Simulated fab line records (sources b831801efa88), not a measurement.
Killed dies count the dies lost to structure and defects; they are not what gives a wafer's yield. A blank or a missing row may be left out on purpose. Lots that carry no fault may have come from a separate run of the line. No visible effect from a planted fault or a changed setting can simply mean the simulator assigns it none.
Which tool was responsible? / flow sky130 / 33 wafers from 11 lots sampled at 4 of the route's 708 steps

WHAT EACH GAUGE READ, for each wafer
SKY_CAP2M_RS_MEAS_03: measurement is done with a four-point probe.
lot=L969; measured=day 40 13:53; on=film_metro-01; CAP2M_TIN_RS (ohm/sq)=6.95 6.99 6.97
lot=L970; measured=day 40 18:05; on=film_metro-01; CAP2M_TIN_RS (ohm/sq)=6.80 6.74 6.75
lot=L971; measured=day 40 21:49; on=film_metro-03; CAP2M_TIN_RS (ohm/sq)=6.88 6.85 6.75
lot=L972; measured=day 41 09:45; on=film_metro-03; CAP2M_TIN_RS (ohm/sq)=6.82 6.77 6.81
lot=L973; measured=day 41 14:50; on=film_metro-03; CAP2M_TIN_RS (ohm/sq)=6.91 6.89 6.97
lot=L976; measured=day 42 04:36; on=film_metro-04; CAP2M_TIN_RS (ohm/sq)=6.78 6.88 6.96
lot=L978; measured=day 42 21:28; on=film_metro-03; CAP2M_TIN_RS (ohm/sq)=6.89 6.81 6.95
lot=L979; measured=day 43 01:07; on=film_metro-03; CAP2M_TIN_RS (ohm/sq)=7.01 6.98 6.92
lot=L980; measured=day 43 12:24; on=film_metro-03; CAP2M_TIN_RS (ohm/sq)=6.75 6.78 6.78
lot=L982; measured=day 43 18:14; on=film_metro-04; CAP2M_TIN_RS (ohm/sq)=6.85 6.92 6.93
lot=L983; measured=day 44 10:58; on=film_metro-03; CAP2M_TIN_RS (ohm/sq)=6.84 6.95 6.90

EACH LOT AND THE TOOL THAT RAN IT (in order: tool; ch and the chambers of the sampled wafers; start)
lot=L969; SKY_VIA3_ETCH_14=rie_diel-02 ch 0,1,3, day 40 12:08; SKY_VIA3_SPUTTER_20=pvd_sputter-02, day 40 12:50; SKY_METAL4_SPUTTER_02=pvd_sputter-04, day 40 13:33
lot=L970; SKY_VIA3_ETCH_14=rie_diel-02 ch 2,3, day 40 16:21; SKY_VIA3_SPUTTER_20=pvd_sputter-02, day 40 17:02; SKY_METAL4_SPUTTER_02=pvd_sputter-04, day 40 17:45
lot=L971; SKY_VIA3_ETCH_14=rie_diel-03 ch 1,2,3, day 40 20:06; SKY_VIA3_SPUTTER_20=pvd_sputter-03, day 40 20:47; SKY_METAL4_SPUTTER_02=pvd_sputter-04, day 40 21:30
lot=L972; SKY_VIA3_ETCH_14=rie_diel-04 ch 1,2,3, day 41 07:54; SKY_VIA3_SPUTTER_20=pvd_sputter-03, day 41 08:37; SKY_METAL4_SPUTTER_02=pvd_sputter-03, day 41 09:27
lot=L973; SKY_VIA3_ETCH_14=rie_diel-02 ch 0,3, day 41 13:05; SKY_VIA3_SPUTTER_20=pvd_sputter-03, day 41 13:47; SKY_METAL4_SPUTTER_02=pvd_sputter-01, day 41 14:30
lot=L976; SKY_VIA3_ETCH_14=rie_diel-02 ch 0,2,3, day 42 02:51; SKY_VIA3_SPUTTER_20=pvd_sputter-02, day 42 03:32; SKY_METAL4_SPUTTER_02=pvd_sputter-03, day 42 04:15
lot=L978; SKY_VIA3_ETCH_14=rie_diel-04 ch 0,2, day 42 19:42; SKY_VIA3_SPUTTER_20=pvd_sputter-03, day 42 20:24; SKY_METAL4_SPUTTER_02=pvd_sputter-04, day 42 21:07
lot=L979; SKY_VIA3_ETCH_14=rie_diel-02 ch 0,2,3, day 42 23:23; SKY_VIA3_SPUTTER_20=pvd_sputter-01, day 43 00:05; SKY_METAL4_SPUTTER_02=pvd_sputter-04, day 43 00:49
lot=L980; SKY_VIA3_ETCH_14=rie_diel-03 ch 1,2,3, day 43 10:40; SKY_VIA3_SPUTTER_20=pvd_sputter-01, day 43 11:22; SKY_METAL4_SPUTTER_02=pvd_sputter-01, day 43 12:05
lot=L982; SKY_VIA3_ETCH_14=rie_diel-04 ch 0,1, day 43 16:29; SKY_VIA3_SPUTTER_20=pvd_sputter-03, day 43 17:13; SKY_METAL4_SPUTTER_02=pvd_sputter-04, day 43 17:55
lot=L983; SKY_VIA3_ETCH_14=rie_diel-04 ch 0,2, day 44 09:11; SKY_VIA3_SPUTTER_20=pvd_sputter-02, day 44 09:55; SKY_METAL4_SPUTTER_02=pvd_sputter-04, day 44 10:38
- SKY_VIA3_ETCH_14: etches BARC in N2/H2, stops on SiO2, time 45.9 s, target depth 60 nm.
- SKY_VIA3_SPUTTER_20: material TiN, target thk 20 nm, time 80 s.
- SKY_METAL4_SPUTTER_02: material AlCu, target thk 735 nm, time 39.1 s.

THE ANSWER, worked out from the rows above alone
Rule: the usual values come from the lots themselves. The widest of any qualifying gaps counts: lots, ordered by their means at a reading, are off when they make up no more than a third of the lots, leave a main group of 4 or more, and stand apart from it by 3 or more times the standard deviation of that group's means. Not used: any main group whose means are identical at the precision the tables above print for the reading. A lot without any number at a reading at which 4 lots or more have one is off too. All remaining lots with rows at the step are treated as sound.
No lot is off at any reading shown: from this, nothing can be told.

WHAT THE SIMULATOR PUT IN
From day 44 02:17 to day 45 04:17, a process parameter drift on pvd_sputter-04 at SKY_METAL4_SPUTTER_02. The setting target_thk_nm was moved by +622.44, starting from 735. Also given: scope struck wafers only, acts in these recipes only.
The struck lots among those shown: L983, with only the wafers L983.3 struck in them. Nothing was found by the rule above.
